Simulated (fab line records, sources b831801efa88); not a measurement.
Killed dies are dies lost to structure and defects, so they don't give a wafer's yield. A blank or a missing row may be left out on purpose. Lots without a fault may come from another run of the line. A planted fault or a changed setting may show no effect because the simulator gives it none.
Problem report in the 8D (eight disciplines) form, filled by code | flow sky130 | the parts of the form that need people (team, actions taken, sign-off) are left out

1. THE PROBLEM
cd_nm at SKY_METAL3_CD_MEAS_13 reads a mean of 269.6 nm on 2 wafers of 2 lots; wafers without a fault read 300.0 nm with a standard deviation of 1.3. That is -23 standard deviations from the usual mean.
The step: target cd 300 nm.
First seen on wafer L250.5, day 42 06:18, on cd_sem-02. The record holds 40 wafers of 14 lots with a number at this step. Rule for "out", or "out of limits": more than 4 standard deviations from the usual mean. The other wafers with a number count as sound.

2. WHAT IT IS AND WHAT IT IS NOT
question                    | is                | is not
which readings at this step | cd_nm             | -
which lots                  | L250, L254        | L239, L241, L242, L243, L244, L245, L246, L247, L248, L249, L260, L262
which wafers of those lots  | L250.5, L254.5    | L250.4, L254.2
read on which gauges        | cd_sem-02         | cd_sem-01
when                        | from day 42 06:18 | up to then (31 sound wafers); but 7 sound wafers of L254, L260, L262 came after

3. SUSPECTS, AND WHAT RULES EACH OUT
Counting: a tool at a process step up to the reading stays a suspect if it ran every lot that is out. Sound lots after the first of them don't rule it out here, since some wafers of a struck lot are sound.
- the gauge at SKY_METAL3_CD_MEAS_13: kept. All the wafers that are out were read on cd_sem-02, and no step on other tools shows them out.
- pvd_sputter-01 at SKY_METAL2_SPUTTER_01 (material TiN, target thk 20 nm, time 16.7 s): kept. It ran every lot that is out, first L250 (day 37 22:44); its last sound lot up to then is L244 (day 35 14:31).
- krf_scanner-02 at SKY_METAL3_EXPOSE_10 (exposes mask MM3, target cd 300 nm): kept. It ran every lot that is out, first L250 (day 41 18:22); its last sound lot up to then is L249 (day 41 03:55).
Left after counting: pvd_sputter-01 at SKY_METAL2_SPUTTER_01, krf_scanner-02 at SKY_METAL3_EXPOSE_10, cd_sem-02 at SKY_METAL3_CD_MEAS_13.

4. THE CAUSE (what the simulator had put in)
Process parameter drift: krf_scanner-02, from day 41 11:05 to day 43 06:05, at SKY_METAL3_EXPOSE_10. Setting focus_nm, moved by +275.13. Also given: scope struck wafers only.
Counting left 3 suspects, and this tool is among them.

5. THE CHAIN OF EFFECTS, in route order
Each row: a reading whose mean over the struck wafers that have a number lies more than 3 standard deviations from the usual. Only readings for which the record gives a usual standard deviation are gone through. hours: the time from each lot's start at the first step in this table that gives one to its start at this step, as a median over the lots. sigmas: the change in usual standard deviations.
hours | step                  | reading | usual    | on struck wafers | change | sigmas
0     | SKY_METAL3_CD_MEAS_13 | cd_nm   | 300.0 nm | 269.6            | -30.4  | -23

6. WHAT WOULD HAVE CAUGHT IT SOONER
In this record the first reading out of limits at a measuring or inspecting step was taken at day 42 06:18, 19 hours after the fault began at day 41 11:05.
Of the lots that are out (2), L254 began SKY_METAL3_EXPOSE_10 on krf_scanner-02 after day 42 06:18. A hold on the tool at that time would have spared it.
